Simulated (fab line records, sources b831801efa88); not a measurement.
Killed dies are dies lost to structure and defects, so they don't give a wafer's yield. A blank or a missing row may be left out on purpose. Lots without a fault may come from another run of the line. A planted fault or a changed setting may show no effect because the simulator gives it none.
fab line records | flow sky130
record lots=14 wafers=42 last_day=50
route steps=708 shown LDD_HVN@277 RES_XHIGH@339 SD_N@349
lots that met no fault: from a run of the same line without faults
start_h: hours from the record's first day to the start of the lot's first wafer shown | wait_h: hours since the lot's step before | " the same as in the row above | L1.1+2: a row that stands for several wafers | - no value, or no start given | * or withheld: withheld | < > ~ a bound
route shown NAME@n: a module of which the file shows steps, and the number in the route of the first | usual: mean/standard deviation of fault-free wafers | same: alike in all rows | chamber/n: place in a boat | sites: the reading at each site | _std_site: their standard deviation | _edge_site: outer sites' mean less inner sites' | radius_mm: how far each site lies from the wafer's centre | mask NAME#n: copy n | behind: the tool/chamber that last shaped the wafer | hold: why the lot was held/for how many hours/how that ended | device: the transistor (n, p or np) that didn't switch | end of line: the same wafers' tests at the end of the route | a step without rows: its recipe alone | killed: dies lost to structure and defects at the first sort, not the wafer's yield | map: a wafer's dies, x killed, . not, _ none there
set.NAME: the setting as run; set.NAME@STEP: as run at that earlier step | model.NAME: the simulator's own value behind a step, which no gauge read
steps of the route over a sample of lots; a table a step, a row a wafer
services: from which hour (start_h, from the record's first day; less than 0 if before it) a tool's chamber was out of use, for how many hours, and why
## steps
# step SKY_LDD_HVN_TW_MEAS_10
# usual LDD_HVN_TW=1433/12
# columns lot.wafer tool chamber start_h wait_h LDD_HVN_TW
L358.2 film_metro-02 - 467.10 0.1 1430
L358.3 " - " " 1441
L358.6 " - " " 1429
L360.4 film_metro-02 - 483.92 0.1 1442
L360.5 " - " " 1440
L360.6 " - " " 1439
L361.1 film_metro-04 - 492.42 0.1 1421
L361.5 " - " " 1413
L361.6 " - " " 1414
L362.1 film_metro-03 - 503.84 0.1 1436
L362.4 " - " " 1441
L362.6 " - " " 1435
L363.1 film_metro-03 - 523.69 0.1 1432
L363.2 " - " " 1441
L363.4 " - " " 1437
L365.1 film_metro-02 - 537.49 0.1 1434
L365.2 " - " " 1442
L365.3 " - " " 1437
L366.2 film_metro-03 - 548.20 0.1 1459
L366.3 " - " " 1452
L366.5 " - " " 1461
L367.1 film_metro-03 - 557.09 0.1 1443
L367.3 " - " " 1442
L367.5 " - " " 1456
L368.1 film_metro-03 - 558.74 0.1 1436
L368.3 " - " " 1447
L368.6 " - " " 1445
L370.1 film_metro-02 - 579.97 0.1 1439
L370.4 " - " " 1442
L370.6 " - " " 1438
L378.3 film_metro-03 - 647.81 0.1 1450
L378.4 " - " " 1441
L378.5 " - " " 1443
L379.3 film_metro-04 - 649.71 0.1 1419
L379.4 " - " " 1424
L379.6 " - " " 1429
L381.2 film_metro-04 - 658.25 0.1 1424
L381.3 " - " " 1417
L381.5 " - " " 1423
L380.2 film_metro-04 - 660.88 0.1 1418
L380.5 " - " " 1417
L380.6 " - " " 1420
# step SKY_RES_XHIGH_IMPLANT_07
# recipe species=BF2 energy_kev=20 dose_cm2=3.6e+14 tilt_deg=0
# usual beam_energy_keV=20.001/0.0061 beam_on_s=36.9/1 dose_ions_cm2=3.6e+14/3.6e+11 faraday_current_uA=550/15
# columns lot.wafer tool chamber start_h wait_h beam_energy_keV beam_on_s dose_ions_cm2 faraday_current_uA
L358.2 implanter-02 0 622.63 0.1 20.001 37.6 3.597e+14 539
L358.3 " 0 " " 19.999 35.6 3.6e+14 573
L358.6 " 0 " " 20.006 37.5 3.592e+14 543
L360.4 implanter-04 0 635.63 0.1 20.007 36.0 3.596e+14 563
L360.5 " 0 " " 20.010 36.3 3.595e+14 561
L360.6 " 0 " " 20.014 34.9 3.598e+14 579
L361.1 implanter-03 0 642.71 0.1 20.007 39.1 3.6e+14 519
L361.5 " 0 " " 19.998 38.0 3.603e+14 534
L361.6 " 0 " " 19.999 39.2 3.603e+14 517
L362.1 implanter-02 0 654.25 0.1 20.001 37.1 3.602e+14 546
L362.4 " 0 " " 19.998 35.8 3.601e+14 568
L362.6 " 0 " " 19.997 36.7 3.599e+14 556
L363.1 implanter-03 0 674.56 0.1 19.999 37.5 3.596e+14 539
L363.2 " 0 " " 19.994 37.8 3.598e+14 536
L363.4 " 0 " " 20.003 36.9 3.597e+14 548
L365.1 implanter-03 0 685.95 0.1 19.998 37.9 3.601e+14 536
L365.2 " 0 " " 20.004 37.5 3.6e+14 540
L365.3 " 0 " " 19.996 37.8 3.601e+14 534
L366.2 implanter-04 0 696.48 0.1 20.001 35.6 3.602e+14 570
L366.3 " 0 " " 19.999 36.0 3.605e+14 567
L366.5 " 0 " " 20.003 36.4 3.597e+14 556
L367.1 implanter-04 0 706.13 0.1 20.007 35.1 3.605e+14 578
L367.3 " 0 " " 20.002 38.2 3.6e+14 528
L367.5 " 0 " " 20.002 36.3 3.604e+14 560
L368.1 implanter-04 0 710.26 0.1 21.028 33.6 3.599e+14 603
L368.3 " 0 " " 21.028 34.2 3.597e+14 591
L368.6 " 0 " " 21.035 34.0 3.599e+14 594
L370.1 implanter-04 0 726.41 0.1 21.042 34.2 3.601e+14 589
L370.4 " 0 " " 21.038 33.8 3.602e+14 601
L370.6 " 0 " " 21.034 34.1 3.603e+14 594
L378.3 implanter-04 0 789.40 0.1 20.002 36.1 3.598e+14 562
L378.4 " 0 " " 20.000 35.9 3.598e+14 565
L378.5 " 0 " " 20.006 36.6 3.597e+14 553
L379.3 implanter-03 0 792.45 0.1 20.000 36.3 3.598e+14 557
L379.4 " 0 " " 19.997 38.0 3.597e+14 537
L379.6 " 0 " " 20.002 37.6 3.596e+14 540
L381.2 implanter-02 0 795.43 0.1 20.010 35.9 3.593e+14 566
L381.3 " 0 " " 20.007 37.1 3.607e+14 547
L381.5 " 0 " " 20.008 36.1 3.597e+14 562
L380.2 implanter-04 0 800.33 0.1 20.005 35.8 3.604e+14 566
L380.5 " 0 " " 20.000 36.5 3.601e+14 555
L380.6 " 0 " " 19.995 37.6 3.607e+14 537
# step SKY_SD_N_CD_MEAS_07
# recipe target_cd_nm=380
# usual cd_nm=380.5/2.7
# columns lot.wafer tool chamber start_h wait_h cd_nm
L358.2 cd_sem-01 - 650.97 0.1 377.0
L358.3 " - " " 376.5
L358.6 " - " " 376.6
L360.4 cd_sem-01 - 664.28 0.2 380.8
L360.5 " - " " 379.2
L360.6 " - " " 379.0
L361.1 cd_sem-01 - 671.56 0.1 379.5
L361.5 " - " " 379.3
L361.6 " - " " 378.3
L362.1 cd_sem-01 - 683.21 0.1 382.0
L362.4 " - " " 382.1
L362.6 " - " " 380.9
L363.1 cd_sem-01 - 703.21 0.1 377.5
L363.2 " - " " 380.9
L363.4 " - " " 377.4
L365.1 cd_sem-01 - 713.90 0.1 380.4
L365.2 " - " " 383.2
L365.3 " - " " 383.0
L366.2 cd_sem-01 - 724.88 0.1 380.3
L366.3 " - " " 378.3
L366.5 " - " " 378.4
L367.1 cd_sem-02 - 733.55 0.1 383.1
L367.3 " - " " 384.9
L367.5 " - " " 383.4
L368.1 cd_sem-01 - 737.66 0.1 374.8
L368.3 " - " " 373.1
L368.6 " - " " 378.4
L370.1 cd_sem-02 - 753.46 0.1 384.3
L370.4 " - " " 384.4
L370.6 " - " " 382.5
L378.3 cd_sem-02 - 815.85 0.1 380.6
L378.4 " - " " 384.5
L378.5 " - " " 381.3
L379.3 cd_sem-02 - 818.35 0.1 383.6
L379.4 " - " " 385.0
L379.6 " - " " 384.9
L381.2 cd_sem-01 - 822.28 0.1 382.1
L381.3 " - " " 380.5
L381.5 " - " " 382.3
L380.2 cd_sem-02 - 826.43 0.1 385.6
L380.5 " - " " 382.2
L380.6 " - " " 384.6
# step SKY_SD_N_RS_MEAS_18
# recipe thk_meas_gauge=four-point-probe
# usual RES_XHIGH_RS=333.3/1.1
# columns lot.wafer tool chamber start_h wait_h RES_XHIGH_RS[ohm/sq]
L358.2 film_metro-03 - 652.06 0.1 331.4
L358.3 " - " " 331.5
L358.6 " - " " 331.7
L360.4 film_metro-04 - 665.36 0.1 335.8
L360.5 " - " " 334.9
L360.6 " - " " 334.4
L361.1 film_metro-04 - 672.64 0.1 334.0
L361.5 " - " " 333.6
L361.6 " - " " 334.5
L362.1 film_metro-02 - 684.29 0.1 332.2
L362.4 " - " " 332.7
L362.6 " - " " 332.9
L363.1 film_metro-03 - 704.29 0.1 332.8
L363.2 " - " " 333.9
L363.4 " - " " 333.8
L365.1 film_metro-02 - 714.98 0.1 333.6
L365.2 " - " " 334.8
L365.3 " - " " 334.6
L366.2 film_metro-03 - 725.96 0.1 332.2
L366.3 " - " " 332.0
L366.5 " - " " 332.7
L367.1 film_metro-03 - 734.63 0.1 333.3
L367.3 " - " " 332.3
L367.5 " - " " 332.4
L368.1 film_metro-02 - 738.74 0.1 331.5
L368.3 " - " " 330.1
L368.6 " - " " 331.9
L370.1 film_metro-02 - 754.57 0.1 331.6
L370.4 " - " " 332.6
L370.6 " - " " 331.4
L378.3 film_metro-04 - 816.93 0.1 333.4
L378.4 " - " " 333.0
L378.5 " - " " 333.2
L379.3 film_metro-04 - 819.43 0.1 335.4
L379.4 " - " " 334.6
L379.6 " - " " 333.5
L381.2 film_metro-04 - 823.35 0.1 333.4
L381.3 " - " " 333.0
L381.5 " - " " 333.9
L380.2 film_metro-02 - 827.51 0.1 334.8
L380.5 " - " " 334.5
L380.6 " - " " 334.6
## services
# columns tool chamber start_h hours kind
implanter-03 - 599.04 5.8 repair
implanter-03 - 635.88 1.2 repair
implanter-02 - 663.37 5.9 pm
implanter-03 - 665.81 4.2 repair
implanter-04 - 671.37 1.6 repair
implanter-02 - 672.44 4.9 pm
implanter-04 - 672.57 7.1 repair
implanter-03 - 674.80 4.3 repair
implanter-02 - 688.67 106.7 pm
implanter-04 - 690.95 5.3 pm
implanter-03 - 707.61 3.3 pm
implanter-03 - 729.66 1.8 repair
## key
first_sign step=SKY_RES_XHIGH_IMPLANT_07 reading=beam_energy_keV direction=up sigmas=99+ usual=* struck=*
effect step=SKY_RES_XHIGH_IMPLANT_07 reading=faraday_current_uA direction=up sigmas=3 usual=550 struck=595
effect step=SKY_SD_N_RS_MEAS_18 reading=RES_XHIGH_RS direction=down sigmas=1.6 usual=333.3 struck=331.5
met_at SKY_RES_XHIGH_IMPLANT_07
struck_lots L368,L370
tester_left_out L368,L370
not_acting_at SKY_LDD_HVN_TW_MEAS_10,SKY_SD_N_CD_MEAS_07,SKY_SD_N_RS_MEAS_18
onset_between 706.13 710.26
fault kind=process_parameter_drift tool=implanter-04 chamber=- onset_h=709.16 steps=SKY_RES_XHIGH_IMPLANT_07 channel=energy_kev offset=* shape=step end_h=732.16 acts_in=* stated=*
# tester_left_out: of these lots the tester's yield and bins aren't shown, on N5 and GAA mostly nor the transistor test; their killed dies are dies lost to structure and defects alone, not to doping, threshold or leakage, so they don't give the yield
